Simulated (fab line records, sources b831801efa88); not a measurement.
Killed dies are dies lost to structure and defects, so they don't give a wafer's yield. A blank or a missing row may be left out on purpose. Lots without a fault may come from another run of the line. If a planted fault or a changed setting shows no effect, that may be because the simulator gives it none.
8D (eight disciplines) problem report, filled in by code / flow gf180mcu / the parts of the form that need people (team, actions taken, sign-off) are left out

1. THE ISSUE
Wafers free of any fault read 0.1607 ohm/sq (standard deviation 0.0023) for MIM_ALCU_RS at GF_MIM_RS_MEAS_10, against a mean of 0.1768 ohm/sq on 6 wafers of 2 lots. Relative to the usual mean, that is a shift of +7.0 standard deviations.
The step: measures by four-point-probe.
Earliest sighting: wafer L824.3 on filmMetro-03 at day 28 05:48. The record has a number at this step for 30 wafers belonging to 10 lots. Rule for "out" (also "out of limits"): further than 4 standard deviations from the usual mean. The other wafers with a number count as sound.

2. WHAT THIS IS AND IS NOT
question=which readings at this step | is=MIM_ALCU_RS | is not=-
question=which lots | is=L824, L825 | is not=L813, L816, L817, L826, L827, L832, L834, L836
question=which wafers of those lots | is=all that have a number | is not=-
question=read on which gauges | is=filmMetro-03 | is not=filmMetro-01, filmMetro-04
question=when | is=from day 28 05:48 | is not=up to then (9 sound wafers); but 15 sound wafers of L826, L827, L832, L834, L836 came after

3. THE SUSPECTS, EACH WITH WHAT RULES IT OUT
Counting: a tool at any process step up to the reading remains a suspect when it ran all the lots that are out and ran no sound lot after the first of those.
- ruled out: the gauge at GF_MIM_RS_MEAS_10. All the wafers that are out were read on filmMetro-03, but those of them that GF_MIM_SPUTTER_08 has rows for are out there too, on other tools.
- pvdSputter-03 at GF_MIM_SPUTTER_04 (material TiN, target thk 50 nm, time 41.7 s): ruled out as a lasting fault. The sound lots L832 went through it after L824, its earliest lot that is out (day 28 05:32).
- pvdSputter-04 at GF_MIM_SPUTTER_08 (material AlCu, target thk 200 nm, time 10.6 s): kept. Every lot that is out went through it, starting with L824 (day 28 05:43), and after that it ran no sound lot; the last sound lot it ran before then is L817 (day 25 22:41). Its own chamberPressurePa, throttleValvePct readings are out on those wafers.
After counting, what remains is pvdSputter-04 at GF_MIM_SPUTTER_08.

4. THE CAUSE (what the simulator had put in)
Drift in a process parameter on pvdSputter-04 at GF_MIM_SPUTTER_08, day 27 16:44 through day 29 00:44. Setting chamberPressurePa shifted by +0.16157 from 0.4. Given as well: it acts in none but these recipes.
This tool alone remained once counting was done.

5. THE CHAIN OF EFFECTS, in route order
Rows list readings where the struck wafers' mean (over those with a number) sits beyond 3 standard deviations from the usual. Only readings whose record carries a usual standard deviation are examined. hours: median over the lots of the time between each lot's start at the first step of this table that gives one and its start at this step. sigmas: the change, counted in usual standard deviations.
hours=0; step=GF_MIM_SPUTTER_08; reading=chamberPressurePa; usual=0.3999 Pa; on struck wafers=0.5608; change=+0.1609; sigmas=+99 or more
hours=0; step=GF_MIM_SPUTTER_08; reading=throttleValvePct; usual=29.8 %; on struck wafers=24.5; change=-5.3; sigmas=-4.8
hours=0; step=GF_MIM_RS_MEAS_10; reading=MIM_ALCU_RS; usual=0.1607 ohm/sq; on struck wafers=0.1768; change=+0.0161; sigmas=+7.0
hours=0; step=GF_MIM_THK_MEAS_11; reading=MIM_ALCU_THK; usual=205.2 nm; on struck wafers=188.7; change=-16.5; sigmas=-5.7
hours=19; step=GF_MIM_METAL_ETCH_19; reading=oesProductAu; usual=0.940 a.u.; on struck wafers=0.907; change=-0.033; sigmas=-5.0
Its process steps:
- GF_MIM_SPUTTER_08: material AlCu, target thk 200 nm, time 10.6 s.
- GF_MIM_METAL_ETCH_19: etches the open film in Cl2/BCl3, stops on Si3N4, target depth 324.5 nm, time 54.1 s.

6. WHAT WOULD HAVE CAUGHT IT SOONER
The first out-of-limits reading at a measuring or inspecting step in this record came at day 28 05:48, 13 hours after the fault's start at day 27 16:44.
At GF_MIM_SPUTTER_08, the tool's own readings (chamberPressurePa, throttleValvePct) were out on each struck wafer the step has a row for, so an alarm limit on them would have fired on the first such wafer.
L825, from the lots that are out (2), started GF_MIM_SPUTTER_08 on pvdSputter-04 later than day 28 05:48. Had the tool been put on hold then, it would have been spared.
